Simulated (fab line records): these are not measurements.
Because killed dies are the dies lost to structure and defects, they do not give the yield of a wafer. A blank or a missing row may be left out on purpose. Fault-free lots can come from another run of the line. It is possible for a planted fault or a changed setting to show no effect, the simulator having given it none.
A lot that was struck, set against a sound lot :: flow sky130 :: 16 out of 708 route steps
Sound: the wafers L955.2, L955.3, L955.5. Wafers L967.2, L967.3, L967.4 were the ones struck. At the end, the cause is stated.
At each step with rows: each side's tool, then ch and its chambers, then its first start. Under that, the readings that differ: sound wafers :: struck wafers :: difference of the means :: sigmas: that difference in standard deviations of wafers without a fault.
alike: words and numbers the same on both sides, and readings whose means are apart by under 2 such deviations; not compared: readings that were withheld, readings missing a value for some wafer, numbers with overlapping values and no deviation given by the record, and bounds like >300 which may hide the same value.
The two part at a step that has a row with sigmas, a row that says differs or no value, or rows on one side only. Numbers that have no deviation but don't overlap get no sigmas and don't part them. A reading that every wafer of one side lacks parts them only if that side has two wafers or more.

first, 3 steps without rows for these wafers: SKY_METAL1_EXPOSE_12 (exposes mask MM1, target cd 140 nm); SKY_METAL1_PEB_13; SKY_METAL1_DEVELOP_14 (develop time 60 s).
SKY_METAL1_CD_MEAS_15 targets a cd of 140 nm.
  struck on cd sem-01, day 38 22:24; sound on cd sem-01, day 34 21:04
  alike: cd nm
SKY_METAL1_OVL_MEAS_16:
  struck on overlay-02, day 38 22:31; sound on overlay-02, day 34 21:10
  alike: METAL1_OVL
SKY_METAL1_DESCUM_17: chemistry O2, time 8 s.
  sound on rie metal-04 ch 1, day 34 21:12; struck on rie metal-03 ch 0, day 38 22:33
reading: oes product au (a.u.)
sound: 1.004 1.013 1.002
struck: 0.991 0.977 0.981
difference: -0.023
sigmas: -3

reading: rf fwd power W (W)
sound: 145.8 146.1 146.3
struck: 147.4 148.1 147.4
difference: +1.6
sigmas: +3
  alike: drypump motor current A
  not compared: rf hours counter h
SKY_METAL1_ETCH_18: etches BARC in N2/H2, stops on SiO2, time 45.9 s, target depth 60 nm.
  sound on rie metal-04 ch 1, day 34 21:14; struck on rie metal-03 ch 0, day 38 22:37
  alike: drypump motor current A, oes product au, rf fwd power W, throttle valve pct
  not compared: rf hours counter h
SKY_METAL1_METAL_ETCH_19: etches the open film in Cl2/BCl3, stops on SiO2, target depth 360 nm, time 78 s.
  sound on rie metal-04 ch 1, day 34 21:17; struck on rie metal-03 ch 0, day 38 22:46
  alike: bcl3 flow sccm, drypump motor current A, oes product au, rf fwd power W, throttle valve pct
  not compared: rf hours counter h
SKY_METAL1_STRIP_20: strips in O2/N2.
  sound on plasma asher-03 ch 0,1, day 34 21:23; struck on plasma asher-04 ch 0,1, day 38 22:55
  alike: drypump motor current A, oes product au, strip time to endpoint s
  not compared: rf hours counter h
then, 3 steps without rows for these wafers: SKY_METAL1_STRIP_21 (strips in post etch residue remover, time 1200 s); SKY_METAL1_CLEAN_22 (cleans in IPA, time 180 s); SKY_METAL1_CLEAN_23 (cleans in O3/DIW).
SKY_VIA1_HDPCVD_00: deposits SiO2, target thk 1030 nm, time 171.7 s.
  sound on hdpcvd-02 ch 0,2, day 34 21:58; struck on hdpcvd-01 ch 0,2, day 38 23:47
SKY_VIA1_THK_MEAS_01:
  struck on film metro-04, day 38 23:54; sound on film metro-04, day 34 22:06
reading: VIA1_HDPCVD_THK (nm)
sound: 1018 1039 1018
struck: 2106 2072 2079
difference: +1061
sigmas: +99 or more
SKY_VIA1_CMP_02: polishes SiO2.
  sound on cmp-02 ch 0,1,3, day 34 22:12; struck on cmp-02 ch 0,1,3, day 38 23:57
  alike: motor current A, slurry filter dp kPa
-- the record jumps here: 12 days lie between the struck wafers' starts before and after (it left off in module VIA1 and takes up again in module PAD_OPEN, whose first step shown is number 708 of the route) --
SKY_PAD_OPEN_PROBE_99:
  the record has rows for the struck wafers here (prober-02, day 50 12:01) and none for the sound ones

== WHERE THEY PART ==
Earliest at SKY_METAL1_DESCUM_17; latest, in this record, at SKY_PAD_OPEN_PROBE_99.

WHY: what had been put in by the simulator
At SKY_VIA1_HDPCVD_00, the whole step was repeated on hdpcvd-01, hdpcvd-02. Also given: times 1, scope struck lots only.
